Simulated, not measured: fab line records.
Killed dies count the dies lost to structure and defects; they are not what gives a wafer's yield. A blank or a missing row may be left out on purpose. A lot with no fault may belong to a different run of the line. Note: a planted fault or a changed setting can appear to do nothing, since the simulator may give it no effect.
Comparing a struck lot with a sound one	flow sky130	14 steps out of a route of 708
Sound: wafers L829.1, L829.3, L829.4. Wafers L822.1, L822.5, L822.6 were the ones struck. Last of all comes the cause.
Each step with rows lists, per side, the tool, then ch with its chambers, then its first start. Under that, the readings that differ: sound wafers	struck wafers	difference of the means	sigmas: that difference in standard deviations of wafers without a fault.
alike: readings with means less than 2 such deviations apart, plus words and numbers identical on both sides. not compared: withheld readings, readings lacking a value on some wafer, bounds such as >300 that could conceal the same value, and numbers that have no deviation in the record and whose values overlap.
A row with sigmas, a row that says differs or no value, or rows on one side alone: a step with any of these is where the two part. Non-overlapping numbers with no deviation appear without sigmas and do not part them. Lack of a reading on every wafer of one side parts them only where that side has two or more wafers.

SKY_CAPM_METAL_ETCH_13: etches TiN in Cl2/BCl3, stops on SiO2, target depth 220 nm, time 62.9 s.
  sound on rie metal-02 ch 0,1, day 43 06:19; struck on rie metal-02 ch 0,1, day 41 15:01
  alike: bias w, drypump motor current A, oes product au, throttle valve pct
  not compared: rf hours counter h
SKY_CAPM_STRIP_14: strips in O2/N2.
  sound on plasma asher-03 ch 0,1, day 43 06:24; struck on plasma asher-03 ch 0,1, day 41 15:06
  alike: drypump motor current A, oes product au, strip time to endpoint s
  not compared: rf hours counter h
then, 10 steps without rows for these wafers: SKY_CAPM_STRIP_15 (strips in post etch residue remover, time 1200 s); SKY_CAPM_CLEAN_16 (cleans in IPA, time 180 s); SKY_CAPM_CLEAN_17 (cleans in O3/DIW); SKY_METAL3_DEHYDRATE_05 (time 60 s); SKY_METAL3_HMDS_06 (prime time 60 s); SKY_METAL3_COAT_07 (resist thk 60 nm); SKY_METAL3_COAT_08 (resist thk 1140 nm); SKY_METAL3_SOFTBAKE_09 (time 90 s); SKY_METAL3_EXPOSE_10 (exposes mask MM3, target cd 300 nm); SKY_METAL3_PEB_11.
SKY_METAL3_DEVELOP_12: develop time 60 s.
  struck on litho track-02, day 42 15:00; sound on litho track-02 ch 0, day 44 05:00
  no value came back on the struck wafers for chill plate temp C (C), develop time s (s); on the sound wafers chill plate temp C (C) reads 23.08 23.18 23.00
reading	sound	struck	difference	sigmas
model.KrF-thick_of_METAL3_COAT_08.thk nm (nm)	1121 1118 1120	1141 1141 1142	+22	
SKY_METAL3_CD_MEAS_13 targets a cd of 300 nm.
  sound on cd sem-01, day 44 05:31; struck on cd sem-01, day 42 15:16
reading	sound	struck	difference	sigmas
cd nm (nm)	300.4 301.9 301.0	- - -	no value on the struck wafers	

== WHERE THEY PART ==
First at SKY_METAL3_DEVELOP_12; last, within this record, at SKY_METAL3_CD_MEAS_13.

WHY: the cause the simulator had injected
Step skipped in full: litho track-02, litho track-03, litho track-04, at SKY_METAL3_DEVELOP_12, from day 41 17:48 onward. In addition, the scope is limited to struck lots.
